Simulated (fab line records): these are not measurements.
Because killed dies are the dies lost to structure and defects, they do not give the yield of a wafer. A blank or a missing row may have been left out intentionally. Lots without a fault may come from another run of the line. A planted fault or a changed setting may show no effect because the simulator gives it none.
fab line records | flow sky130
[record] lots = 12 wafers = 36 last_day = 49
route steps=708 shown LI_CONTACT@381 LOCAL_INTERCONNECT@401 CONTACT@408
lots that met no fault: from a run of the same line without faults
start_h: hours from the record's first day to the start of the lot's first wafer shown | wait_h: how many hours have passed since the lot's step before this one | " identical to the entry in the row above | L1.1+2: one row covering several wafers at once | - either no value or no given start | * or withheld: withheld | < > ~ a bound
route shown NAME@n: a module of which the file shows steps, and the number in the route of the first | usual: mean and standard deviation over wafers with no fault | same: alike in all rows | chamber/n: place in a boat | sites: per-site readings | _std_site: standard deviation across them | _edge_site: outer sites' mean less inner sites' | radius_mm: how far each site lies from the wafer's centre | mask NAME#n: copy n | behind: the most recent tool/chamber to have shaped the wafer | hold: the reason the lot was held/the length of the hold in hours/how it ended | device: the n, p or np transistor that did not switch | end of line: the route-end tests of the same wafers | a step without rows: its recipe alone | killed: not the wafer's yield, but the dies lost to structure and defects at the first sort | map: dies across one wafer; x = killed, . = not, _ = none there
set.NAME: the setting as run; set.NAME@STEP: as run at that earlier step | model.NAME: the simulator's own value behind a step, which no gauge read
a sample of lots followed through the steps of the route, with each step as a table and each wafer as a row
services: from which hour (start_h, from the record's first day; less than 0 if before it) a tool's chamber was out of use, for how many hours, and why
[[steps]]
[step SKY_LI_CONTACT_SPUTTER_19]
[recipe] material = Ti target_thk_nm = 20 chamber_pressure_pa = 5 power_w = 2500 substrate_temp_c = 200 time_s = 106.37
[usual] substrate_temp_c = 200.01/0.17 throttle_valve_pct = 29.9/0.53
[same] time_s = 106.37
// columns lot.wafer tool chamber start_h wait_h substrate_temp_c throttle_valve_pct
L758.1 pvd_sputter-04 - 679.43 0.0 199.96 30.4
L758.2 " - " " 199.82 29.9
L758.5 " - " " 200.01 30.2
L759.1 pvd_sputter-01 - 696.44 0.0 199.99 29.8
L759.4 " - " " 200.06 29.8
L759.5 " - " " 200.19 30.1
L761.2 pvd_sputter-01 - 705.95 0.0 199.91 30.3
L761.4 " - " " 200.08 30.3
L761.5 " - " " 200.14 30.1
L764.3 pvd_sputter-04 - 750.46 0.0 200.23 30.4
L764.4 " - " " 199.98 30.0
L764.5 " - " " 200.01 30.0
L765.3 pvd_sputter-01 - 751.99 0.0 199.86 30.1
L765.4 " - " " 199.86 28.6
L765.6 " - " " 200.06 29.9
L766.1 pvd_sputter-04 - 754.70 0.0 200.33 29.8
L766.4 " - " " 199.96 29.9
L766.5 " - " " 200.24 30.5
L768.1 pvd_sputter-01 - 773.82 0.0 199.91 30.0
L768.2 " - " " 199.74 30.1
L768.6 " - " " 200.02 29.8
L769.2 pvd_sputter-01 - 781.75 0.0 199.88 28.4
L769.4 " - " " 200.07 29.8
L769.5 " - " " 200.00 28.6
L770.3 pvd_sputter-04 - 787.28 0.0 199.91 30.0
L770.4 " - " " 200.17 30.3
L770.6 " - " " 200.14 30.0
L771.2 pvd_sputter-01 - 787.98 0.0 199.93 29.7
L771.3 " - " " 199.73 28.2
L771.6 " - " " 200.12 29.8
L772.2 pvd_sputter-04 - 796.68 0.0 199.95 30.4
L772.3 " - " " 200.25 30.2
L772.4 " - " " 200.12 29.8
L773.1 pvd_sputter-02 - 803.12 0.0 200.08 30.5
L773.2 " - " " 200.17 29.3
L773.6 " - " " 200.02 30.0
[step SKY_LOCAL_INTERCONNECT_METAL_ETCH_14]
[recipe] target_depth_nm = 110 stop_on = PSG chemistry = Cl2/BCl3 target = TiN resist_sidewall_deg = 88 pressure_mtorr = 10 icp_w = 900 bias_w = 48.5 Cl2_flow_sccm = 60 bcl3_flow_sccm = 30 time_s = 31.4
[usual] drypump_motor_current_A = 5.9/0.57 oes_product_au = 0.940/0.0083 throttle_valve_pct = 21.903/0.01
[same] time_s = 31.4
// columns lot.wafer tool chamber start_h wait_h drypump_motor_current_A oes_product_au rf_hours_counter_h throttle_valve_pct
L758.1 rie_metal-02 0 708.79 0.1 6.1 0.950 10 21.913
L758.2 " 0 " " 6.1 0.945 - 21.886
L758.5 " 0 " " 6.1 0.943 - 21.900
L759.1 rie_metal-03 1 725.68 0.1 5.0 0.945 14 21.897
L759.4 " 1 " " 5.0 0.941 - 21.898
L759.5 " 1 " " 5.0 0.952 - 21.890
L761.2 rie_metal-02 0 734.78 0.0 6.1 0.945 11 21.900
L761.4 " 0 " " 6.1 0.942 - 21.891
L761.5 " 0 " " 6.1 0.934 - 21.920
L764.3 rie_metal-02 0 778.30 0.0 6.1 0.949 - 21.903
L764.4 " 1 " " 5.7 0.950 - 21.882
L764.5 " 0 " " 6.2 0.944 - 21.897
L765.3 rie_metal-03 0 779.93 0.1 6.4 0.955 - 21.894
L765.4 " 0 " " 6.4 0.950 - 21.901
L765.6 " 0 " " 6.4 0.946 - 21.897
L766.1 rie_metal-01 0 782.21 0.0 5.4 0.938 4 21.914
L766.4 " 0 " " 5.4 0.938 - 21.906
L766.5 " 0 " " 5.4 0.944 - 21.901
L768.1 rie_metal-01 1 801.11 0.0 6.6 0.934 16 21.897
L768.2 " 0 " " 5.4 0.942 5 21.911
L768.6 " 1 " " 6.6 0.939 - 21.910
L769.2 rie_metal-02 0 809.07 0.0 6.1 0.929 14 21.900
L769.4 " 1 " " 5.7 0.936 - 21.897
L769.5 " 0 " " 6.1 0.940 - 21.893
L770.3 rie_metal-03 0 814.79 0.0 6.4 0.938 - 21.909
L770.4 " 1 " " 5.0 0.943 - 21.897
L770.6 " 0 " " 6.4 0.942 - 21.907
L771.2 rie_metal-01 0 816.00 0.1 5.4 0.950 - 21.899
L771.3 " 0 " " 5.4 0.926 - 21.901
L771.6 " 0 " " 5.4 0.952 - 21.911
L772.2 rie_metal-01 0 824.56 0.1 5.4 0.926 - 21.909
L772.3 " 0 " " 5.4 0.933 - 21.923
L772.4 " 0 " " 5.4 0.937 - 21.896
L773.1 rie_metal-03 1 830.62 0.0 5.0 0.950 1 21.890
L773.2 " 0 " " 6.4 0.932 3 21.908
L773.6 " 1 " " 5.0 0.935 - 21.909
[step SKY_CONTACT_HDPCVD_02]
[recipe] material = SiO2 target_thk_nm = 565 sigma_open_frac = 0.3 time_s = 94.2 temp_c = 600 sih4_flow_sccm = 60 pressure_mtorr = 6
[usual] run_length_s = 122.4/0.44
// columns lot.wafer tool chamber start_h wait_h run_length_s
L758.1 hdpcvd-01 0 709.58 0.1 122.7
L758.2 " 1 " " 121.9
L758.5 " 2 " " 122.6
L759.1 hdpcvd-02 0 726.54 0.1 122.3
L759.4 " 2 " " 123.2
L759.5 " 1 " " 122.1
L761.2 hdpcvd-01 2 735.53 0.0 123.1
L761.4 " 1 " " 121.5
L761.5 " 0 " " 122.2
L764.3 hdpcvd-01 2 779.05 0.0 123.2
L764.4 " 1 " " 122.1
L764.5 " 2 " " 122.6
L765.3 hdpcvd-02 0 780.69 0.0 122.7
L765.4 " 2 " " 122.4
L765.6 " 0 " " 122.2
L766.1 hdpcvd-01 1 782.95 0.1 121.8
L766.4 " 0 " " 122.4
L766.5 " 2 " " 122.6
L768.1 hdpcvd-01 2 802.19 0.1 123.0
L768.2 " 1 " " 121.6
L768.6 " 0 " " 122.2
L769.2 hdpcvd-02 0 809.94 0.0 122.5
L769.4 " 1 " " 122.0
L769.5 " 2 " " 122.8
L770.3 hdpcvd-02 1 815.61 0.0 122.5
L770.4 " 2 " " 122.5
L770.6 " 1 " " 122.2
L771.2 hdpcvd-01 2 816.87 0.0 119.3
L771.3 " 2 " " 119.7
L771.6 " 1 " " 118.6
L772.2 hdpcvd-02 0 825.39 0.0 122.8
L772.3 " 2 " " 122.5
L772.4 " 0 " " 122.0
L773.1 hdpcvd-01 0 831.42 0.1 119.0
L773.2 " 2 " " 119.4
L773.6 " 0 " " 119.2
[step SKY_CONTACT_THK_MEAS_03]
[recipe] reads = SiO2_of_CONTACT_HDPCVD_02
[usual] CONTACT_HDPCVD_THK = 565/7
// columns lot.wafer tool chamber start_h wait_h CONTACT_HDPCVD_THK[nm]
L758.1 film_metro-01 - 709.65 0.0 562
L758.2 " - " " 566
L758.5 " - " " 552
L759.1 film_metro-03 - 726.61 0.0 571
L759.4 " - " " 566
L759.5 " - " " 568
L761.2 film_metro-02 - 735.60 0.0 554
L761.4 " - " " 570
L761.5 " - " " 564
L764.3 film_metro-01 - 779.14 0.1 560
L764.4 " - " " 567
L764.5 " - " " 557
L765.3 film_metro-01 - 780.78 0.1 567
L765.4 " - " " 562
L765.6 " - " " 565
L766.1 film_metro-03 - 783.02 0.0 565
L766.4 " - " " 567
L766.5 " - " " 553
L768.1 film_metro-01 - 802.26 0.0 554
L768.2 " - " " 564
L768.6 " - " " 572
L769.2 film_metro-01 - 810.02 0.0 561
L769.4 " - " " 575
L769.5 " - " " 568
L770.3 film_metro-01 - 815.69 0.1 569
L770.4 " - " " 559
L770.6 " - " " 570
L771.2 film_metro-02 - 816.98 0.1 538
L771.3 " - " " 536
L771.6 " - " " 544
L772.2 film_metro-01 - 825.47 0.0 564
L772.3 " - " " 568
L772.4 " - " " 564
L773.1 film_metro-01 - 831.49 0.0 545
L773.2 " - " " 536
L773.6 " - " " 551
[step SKY_CONTACT_RS_MEAS_25]
[recipe] thk_meas_gauge = four-point-probe reads = W_of_CONTACT_CVD_24+TiN_of_CONTACT_SPUTTER_23
[usual] CONTACT_W_RS = 0.337/0.0067
// columns lot.wafer tool chamber start_h wait_h CONTACT_W_RS[ohm/sq]
L758.1 film_metro-03 - 738.38 0.1 0.338
L758.2 " - " " 0.339
L758.5 " - " " 0.340
L759.1 film_metro-01 - 755.50 0.1 0.342
L759.4 " - " " 0.344
L759.5 " - " " 0.341
L761.2 film_metro-02 - 763.65 0.1 0.337
L761.4 " - " " 0.342
L761.5 " - " " 0.337
L764.3 film_metro-03 - 807.98 0.1 0.325
L764.4 " - " " 0.342
L764.5 " - " " 0.343
L765.3 film_metro-01 - 809.03 0.1 0.345
L765.4 " - " " 0.343
L765.6 " - " " 0.341
L766.1 film_metro-03 - 810.62 0.1 0.322
L766.4 " - " " 0.324
L766.5 " - " " 0.335
L768.1 film_metro-03 - 830.37 0.1 0.333
L768.2 " - " " 0.320
L768.6 " - " " 0.336
L769.2 film_metro-02 - 837.97 0.1 0.338
L769.4 " - " " 0.342
L769.5 " - " " 0.339
L770.3 film_metro-03 - 843.47 0.1 0.336
L770.4 " - " " 0.324
L770.6 " - " " 0.331
L771.2 film_metro-03 - 844.81 0.1 0.340
L771.3 " - " " 0.336
L771.6 " - " " 0.339
L772.2 film_metro-02 - 853.01 0.1 0.326
L772.3 " - " " 0.337
L772.4 " - " " 0.328
L773.1 film_metro-03 - 859.31 0.1 0.338
L773.2 " - " " 0.338
L773.6 " - " " 0.336
[[services]]
// columns tool chamber start_h hours kind
pvd_sputter-01 - 659.54 18.7 repair
hdpcvd-01 0 665.75 - clean
hdpcvd-01 1 665.75 - clean
hdpcvd-01 2 665.75 - clean
rie_metal-02 - 670.63 0.7 repair
rie_metal-02 1 674.53 45.0 repair
rie_metal-02 0 690.17 1.1 repair
rie_metal-03 0 692.07 1.0 repair
pvd_sputter-02 1 719.96 - consumable_replace:kit
pvd_sputter-02 1 719.96 18.0 scheduled_down
rie_metal-03 0 721.50 9.9 repair
pvd_sputter-02 - 724.21 8.7 repair
rie_metal-03 0 731.37 - clean
rie_metal-03 0 731.37 20.2 scheduled_down
rie_metal-03 0 731.37 20.2 vent_cycle
rie_metal-01 - 749.77 2.8 pm
rie_metal-03 1 778.64 - clean
rie_metal-03 1 778.64 20.4 scheduled_down
rie_metal-03 1 778.64 20.4 vent_cycle
rie_metal-01 1 808.45 - clean
rie_metal-01 1 808.45 20.1 scheduled_down
rie_metal-01 1 808.45 20.1 vent_cycle
hdpcvd-01 0 815.25 15.4 repair
hdpcvd-02 - 826.77 1.5 repair
[[key]]
[first_sign] step = SKY_CONTACT_HDPCVD_02 reading = run_length_s direction = down sigmas = 7.4 usual = * struck = *
[effect] step = SKY_CONTACT_THK_MEAS_03 reading = CONTACT_HDPCVD_THK direction = down sigmas = 3.3 usual = 565 struck = 542
met_at SKY_CONTACT_HDPCVD_02
struck_lots L771,L773
tester_left_out L771,L773
not_acting_at SKY_LI_CONTACT_SPUTTER_19,SKY_LOCAL_INTERCONNECT_METAL_ETCH_14,SKY_CONTACT_RS_MEAS_25
onset_between 802.19 816.87
[fault] kind = process_parameter_drift tool = hdpcvd-01 chamber = - onset_h = 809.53 steps = SKY_CONTACT_HDPCVD_02 channel = time_s offset = * shape = step end_h = 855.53 acts_in = * stated = *
// tester_left_out: of these lots the tester's yield and bins aren't shown, on N5 and GAA mostly nor the transistor test; their killed dies are dies lost to structure and defects alone, not to doping, threshold or leakage, so they don't give the yield
